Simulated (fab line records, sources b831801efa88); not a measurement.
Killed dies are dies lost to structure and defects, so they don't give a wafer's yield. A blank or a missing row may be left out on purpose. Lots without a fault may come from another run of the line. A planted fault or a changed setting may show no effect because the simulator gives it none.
fab line records | flow sky130
record lots=13 wafers=39 last_day=50
route steps=708 shown LDD_HVN@274 SD_N@356 SD_P@359 LI_CONTACT@365 LOCAL_INTERCONNECT@398 PAD_OPEN@708
lots that met no fault: from a run of the same line without faults
start_h: hours from the record's first day to the start of the lot's first wafer shown | wait_h: hours since the lot's step before | " the same as in the row above | L1.1+2: a row that stands for several wafers | - no value, or no start given | * or withheld: withheld | < > ~ a bound
route shown NAME@n: a module of which the file shows steps, and the number in the route of the first | usual: mean/standard deviation of fault-free wafers | same: alike in all rows | chamber/n: place in a boat | sites: the reading at each site | _std_site: their standard deviation | _edge_site: outer sites' mean less inner sites' | radius_mm: how far each site lies from the wafer's centre | mask NAME#n: copy n | behind: the tool/chamber that last shaped the wafer | hold: why the lot was held/for how many hours/how that ended | device: the transistor (n, p or np) that didn't switch | end of line: the same wafers' tests at the end of the route | a step without rows: its recipe alone | killed: dies lost to structure and defects at the first sort, not the wafer's yield | map: a wafer's dies, x killed, . not, _ none there
set.NAME: the setting as run; set.NAME@STEP: as run at that earlier step | model.NAME: the simulator's own value behind a step, which no gauge read
steps of the route over a sample of lots; a table a step, a row a wafer
## steps
# step SKY_LDD_HVN_OVL_MEAS_07
# usual LDD_HVN_OVL=0.0/1.2
# columns lot.wafer tool chamber start_h wait_h LDD_HVN_OVL[nm]
L545.1 overlay-01 - 449.74 0.1 0.5
L545.2 " - " " 0.1
L545.4 " - " " -0.5
L546.2 overlay-01 - 456.91 0.1 -1.2
L546.4 " - " " -1.6
L546.5 " - " " -1.0
L547.1 overlay-01 - 483.99 0.1 -1.7
L547.5 " - " " -0.9
L547.6 " - " " -1.0
L549.1 overlay-02 - 536.84 0.1 0.2
L549.4 " - " " -0.4
L549.6 " - " " 0.6
L550.1 overlay-01 - 537.79 0.1 -1.1
L550.3 " - " " -1.2
L550.6 " - " " -1.2
L551.1 overlay-02 - 551.44 0.1 -2.7
L551.4 " - " " 0.2
L551.6 " - " " -0.3
L552.2 overlay-01 - 557.65 0.1 -0.5
L552.3 " - " " 0.2
L552.5 " - " " 2.1
L554.1 overlay-01 - 557.81 0.1 2.1
L554.2 " - " " 0.1
L554.5 " - " " 1.4
L555.1 overlay-01 - 558.89 0.1 -0.4
L555.3 " - " " 0.2
L555.4 " - " " -0.9
L560.1 overlay-02 - 618.41 0.1 -2.1
L560.5 " - " " 0.8
L560.6 " - " " -1.4
L563.2 overlay-02 - 628.81 0.1 2.6
L563.3 " - " " 1.9
L563.4 " - " " 1.7
L562.1 overlay-02 - 632.64 0.1 -0.7
L562.3 " - " " 0.9
L562.6 " - " " -0.1
L567.2 overlay-02 - 653.65 0.1 0.0
L567.4 " - " " 0.5
L567.5 " - " " -0.7
# step SKY_SD_N_RTA_14
# recipe temp_c=1075 time_s=2 idle_temp_c=650 ramp_up_c_per_s=150 ramp_down_c_per_s=90 ambient=N2
# usual lamp_power_pct=15.74/0.054 wafer_temp_C_max=1078.2/1.4
# columns lot.wafer tool chamber start_h wait_h lamp_power_pct wafer_temp_C_max
L545.1 rtp_anneal-02 0 633.30 0.0 15.74 1076.9
L545.2 " 0 " " 15.79 1076.6
L545.4 " 0 " " 15.72 1080.0
L546.2 rtp_anneal-01 0 636.67 0.0 15.82 1079.2
L546.4 " 0 " " 15.75 1077.8
L546.5 " 0 " " 15.73 1078.7
L547.1 rtp_anneal-02 0 664.32 0.0 15.68 1079.3
L547.5 " 0 " " 15.71 1078.1
L547.6 " 0 " " 15.65 1077.6
L549.1 rtp_anneal-02 0 711.81 0.0 15.76 1079.2
L549.4 " 0 " " 15.75 1079.4
L549.6 " 0 " " 15.69 1078.0
L550.1 rtp_anneal-01 0 714.28 0.0 15.64 1078.0
L550.3 " 0 " " 15.70 1077.1
L550.6 " 0 " " 15.72 1078.1
L551.1 rtp_anneal-02 0 724.35 0.0 15.72 1078.4
L551.4 " 0 " " 15.72 1078.3
L551.6 " 0 " " 15.69 1083.4
L552.2 rtp_anneal-02 0 730.18 0.0 15.72 1079.6
L552.3 " 0 " " 15.79 1078.1
L552.5 " 0 " " 15.85 1077.7
L554.1 rtp_anneal-01 0 734.31 0.0 15.72 1079.8
L554.2 " 0 " " 15.78 1075.2
L554.5 " 0 " " 15.71 1077.8
L555.1 rtp_anneal-02 0 734.45 0.0 15.62 1077.6
L555.3 " 0 " " 15.76 1079.0
L555.4 " 0 " " 15.80 1079.3
L560.1 rtp_anneal-02 0 788.96 0.0 16.21 1097.4
L560.5 " 0 " " 16.10 1096.5
L560.6 " 0 " " 16.09 1094.7
L563.2 rtp_anneal-01 0 798.88 0.0 15.80 1078.2
L563.3 " 0 " " 15.80 1077.9
L563.4 " 0 " " 15.72 1075.8
L562.1 rtp_anneal-02 0 801.05 0.0 16.06 1094.8
L562.3 " 0 " " 16.09 1094.7
L562.6 " 0 " " 16.12 1094.6
L567.2 rtp_anneal-01 0 819.47 0.0 15.71 1081.3
L567.4 " 0 " " 15.77 1081.8
L567.5 " 0 " " 15.72 1077.4
# step SKY_SD_N_RS_MEAS_16
# recipe thk_meas_gauge=four-point-probe
# usual SD_N_RS=68.60/0.11
# columns lot.wafer tool chamber start_h wait_h SD_N_RS[ohm/sq]
L545.1 film_metro-01 - 633.47 0.1 68.59
L545.2 " - " " 68.70
L545.4 " - " " 68.56
L546.2 film_metro-03 - 636.85 0.1 68.35
L546.4 " - " " 68.27
L546.5 " - " " 68.57
L547.1 film_metro-03 - 664.55 0.1 68.60
L547.5 " - " " 68.67
L547.6 " - " " 68.65
L549.1 film_metro-03 - 711.99 0.1 68.66
L549.4 " - " " 68.43
L549.6 " - " " 68.55
L550.1 film_metro-01 - 714.45 0.1 68.59
L550.3 " - " " 68.55
L550.6 " - " " 68.59
L551.1 film_metro-01 - 724.53 0.1 68.76
L551.4 " - " " 68.48
L551.6 " - " " 68.71
L552.2 film_metro-02 - 730.37 0.1 68.74
L552.3 " - " " 68.67
L552.5 " - " " 68.47
L554.1 film_metro-03 - 734.48 0.1 68.56
L554.2 " - " " 68.58
L554.5 " - " " 68.62
L555.1 film_metro-01 - 734.63 0.1 68.70
L555.3 " - " " 68.68
L555.4 " - " " 68.60
L560.1 film_metro-03 - 789.13 0.1 65.44
L560.5 " - " " 65.50
L560.6 " - " " 65.38
L563.2 film_metro-01 - 799.07 0.1 68.53
L563.3 " - " " 68.59
L563.4 " - " " 68.44
L562.1 film_metro-01 - 801.23 0.1 65.31
L562.3 " - " " 65.52
L562.6 " - " " 65.24
L567.2 film_metro-02 - 819.66 0.1 68.41
L567.4 " - " " 68.71
L567.5 " - " " 68.47
# step SKY_SD_N_RS_MEAS_17
# recipe thk_meas_gauge=four-point-probe
# usual SD_P_RS=147.1/0.37
# columns lot.wafer tool chamber start_h wait_h SD_P_RS[ohm/sq]
L545.1 film_metro-01 - 633.59 0.1 146.4
L545.2 " - " " 147.1
L545.4 " - " " 146.1
L546.2 film_metro-03 - 636.97 0.1 146.9
L546.4 " - " " 146.9
L546.5 " - " " 146.5
L547.1 film_metro-03 - 664.67 0.1 147.8
L547.5 " - " " 147.3
L547.6 " - " " 147.4
L549.1 film_metro-03 - 712.11 0.1 147.5
L549.4 " - " " 146.9
L549.6 " - " " 146.9
L550.1 film_metro-01 - 714.57 0.1 146.8
L550.3 " - " " 146.8
L550.6 " - " " 147.6
L551.1 film_metro-01 - 724.65 0.1 147.7
L551.4 " - " " 147.8
L551.6 " - " " 147.9
L552.2 film_metro-02 - 730.49 0.1 147.0
L552.3 " - " " 147.0
L552.5 " - " " 147.5
L554.1 film_metro-03 - 734.60 0.1 147.1
L554.2 " - " " 147.4
L554.5 " - " " 147.3
L555.1 film_metro-01 - 734.75 0.1 147.2
L555.3 " - " " 147.6
L555.4 " - " " 147.0
L560.1 film_metro-03 - 789.25 0.1 132.3
L560.5 " - " " 132.2
L560.6 " - " " 132.1
L563.2 film_metro-01 - 799.19 0.1 146.7
L563.3 " - " " 147.0
L563.4 " - " " 146.8
L562.1 film_metro-01 - 801.35 0.1 131.4
L562.3 " - " " 132.3
L562.6 " - " " 131.6
L567.2 film_metro-02 - 819.78 0.1 146.9
L567.4 " - " " 147.4
L567.5 " - " " 146.8
# step SKY_LI_CONTACT_BOW_MEAS_03
# recipe mode=bow
# usual LI_CONTACT_BOW=55/6.9
# columns lot.wafer tool chamber start_h wait_h LI_CONTACT_BOW[um]
L545.1 film_metro-02 - 634.31 0.1 48
L545.2 " - " " 64
L545.4 " - " " 56
L546.2 film_metro-03 - 637.69 0.1 63
L546.4 " - " " 51
L546.5 " - " " 52
L547.1 film_metro-01 - 665.39 0.1 59
L547.5 " - " " 55
L547.6 " - " " 71
L549.1 film_metro-01 - 713.14 0.2 39
L549.4 " - " " 50
L549.6 " - " " 62
L550.1 film_metro-01 - 715.34 0.1 56
L550.3 " - " " 76
L550.6 " - " " 61
L551.1 film_metro-02 - 725.37 0.2 50
L551.4 " - " " 50
L551.6 " - " " 57
L552.2 film_metro-01 - 731.21 0.2 54
L552.3 " - " " 56
L552.5 " - " " 55
L554.1 film_metro-03 - 735.35 0.2 57
L554.2 " - " " 56
L554.5 " - " " 57
L555.1 film_metro-01 - 735.65 0.2 56
L555.3 " - " " 55
L555.4 " - " " 44
L560.1 film_metro-01 - 789.97 0.2 63
L560.5 " - " " 68
L560.6 " - " " 53
L563.2 film_metro-02 - 799.91 0.2 64
L563.3 " - " " 53
L563.4 " - " " 54
L562.1 film_metro-01 - 802.07 0.2 54
L562.3 " - " " 57
L562.6 " - " " 59
L567.2 film_metro-03 - 820.50 0.2 47
L567.4 " - " " 60
L567.5 " - " " 41
# step SKY_LOCAL_INTERCONNECT_CD_MEAS_11
# recipe target_cd_nm=170
# usual cd_nm=169.7/1.9
# columns lot.wafer tool chamber start_h wait_h cd_nm
L545.1 cd_sem-02 - 693.41 - 169.6
L545.2 " - " " 168.9
L545.4 " - " " 169.5
L546.2 cd_sem-01 - 695.76 - 171.3
L546.4 " - " " 172.6
L546.5 " - " " 171.5
L547.1 cd_sem-02 - 723.21 - 172.2
L547.5 " - " " 170.5
L547.6 " - " " 171.4
L549.1 cd_sem-02 - 769.54 - 171.0
L549.4 " - " " 171.6
L549.6 " - " " 171.5
L550.1 cd_sem-02 - 771.39 - 168.2
L550.3 " - " " 168.3
L550.6 " - " " 170.4
L551.1 cd_sem-02 - 780.09 - 171.3
L551.4 " - " " 170.7
L551.6 " - " " 169.6
L552.2 cd_sem-01 - 787.71 - 167.7
L552.3 " - " " 167.1
L552.5 " - " " 167.1
L554.1 cd_sem-02 - 789.99 - 169.4
L554.2 " - " " 167.8
L554.5 " - " " 166.8
L555.1 cd_sem-01 - 790.34 - 166.9
L555.3 " - " " 166.5
L555.4 " - " " 167.1
L560.1 cd_sem-02 - 844.54 - 169.6
L560.5 " - " " 170.8
L560.6 " - " " 170.1
L563.2 cd_sem-01 - 854.61 - 171.0
L563.3 " - " " 170.6
L563.4 " - " " 172.3
L562.1 cd_sem-02 - 855.64 - 170.5
L562.3 " - " " 171.3
L562.6 " - " " 171.0
L567.2 cd_sem-01 - 874.08 - 169.3
L567.4 " - " " 172.2
L567.5 " - " " 169.2
# step SKY_PAD_OPEN_PROBE_99
# usual killed_at_M0_to_M3=42/6.4 killed_at_M4_up=2.9/1.7 killed_at_contacts=25/5.2 killed_at_front_end=16/4.4 killed_at_other=0.4/0.65 killed_dies=86/9.2 killed_open=47/6.6 killed_short=39/5.8
# same gross_dies=492 killed_at_back_side=0
# columns lot.wafer tool chamber start_h wait_h killed_at_M0_to_M3 killed_at_M4_up killed_at_contacts killed_at_front_end killed_at_other killed_dies killed_open killed_short
L563.2 prober-01 - 1183.21 0.1 46 2 24 23 0 95 56 39
L563.3 prober-01 - 1183.26 0.2 51 4 15 14 2 86 43 41
L563.4 prober-01 - 1183.31 0.2 50 4 16 25 2 97 49 46
# killed by level:class
L563.2 VIA1:geometric_particle:open=13 LI_CONTACT:geometric_particle:open=9 CONTACT:geometric_particle:open=8 VIA1:geometric_particle:short=8 FIELD_ISO:geometric_particle:short=7 FIELD_ISO:geometric_particle:open=6 VIA3:geometric_particle:open=6 VIA2:geometric_particle:open=5
L563.3 VIA1:geometric_particle:open=10 CONTACT:geometric_particle:open=6 VIA2:geometric_particle:open=6 VIA3:geometric_particle:short=6 VIA3:geometric_particle:open=6 METAL1:geometric_particle:short=5 VIA2:geometric_particle:short=5 POLY_GATE:geometric_particle:short=4
L563.4 METAL2:geometric_particle:short=9 FIELD_ISO:geometric_particle:open=8 VIA1:geometric_particle:short=8 VIA1:geometric_particle:open=8 VIA2:geometric_particle:open=8 CONTACT:geometric_particle:open=7 POLY_GATE:geometric_particle:open=6 POLY_GATE:geometric_particle:short=5
## key
first_sign step=SKY_SD_N_RTA_14 reading=wafer_temp_C_max direction=up sigmas=12 usual=* struck=*
effect step=SKY_SD_N_RTA_14 reading=lamp_power_pct direction=up sigmas=6.9 usual=15.74 struck=16.11
effect step=SKY_SD_N_RS_MEAS_16 reading=SD_N_RS direction=down sigmas=30 usual=68.60 struck=65.40
effect step=SKY_SD_N_RS_MEAS_17 reading=SD_P_RS direction=down sigmas=41 usual=147.1 struck=132.0
met_at SKY_SD_N_RTA_14
struck_lots L560,L562
tester_left_out L560,L562
not_acting_at SKY_LDD_HVN_OVL_MEAS_07,SKY_LI_CONTACT_BOW_MEAS_03,SKY_LOCAL_INTERCONNECT_CD_MEAS_11
onset_between 734.45 788.96
fault kind=process_parameter_drift tool=rtp_anneal-02 chamber=- onset_h=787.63 steps=SKY_SD_N_RTA_14 channel=temp_c offset=* shape=step end_h=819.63 acts_in=* stated=*
# tester_left_out: of these lots the tester's yield and bins aren't shown, on N5 and GAA mostly nor the transistor test; their killed dies are dies lost to structure and defects alone, not to doping, threshold or leakage, so they don't give the yield
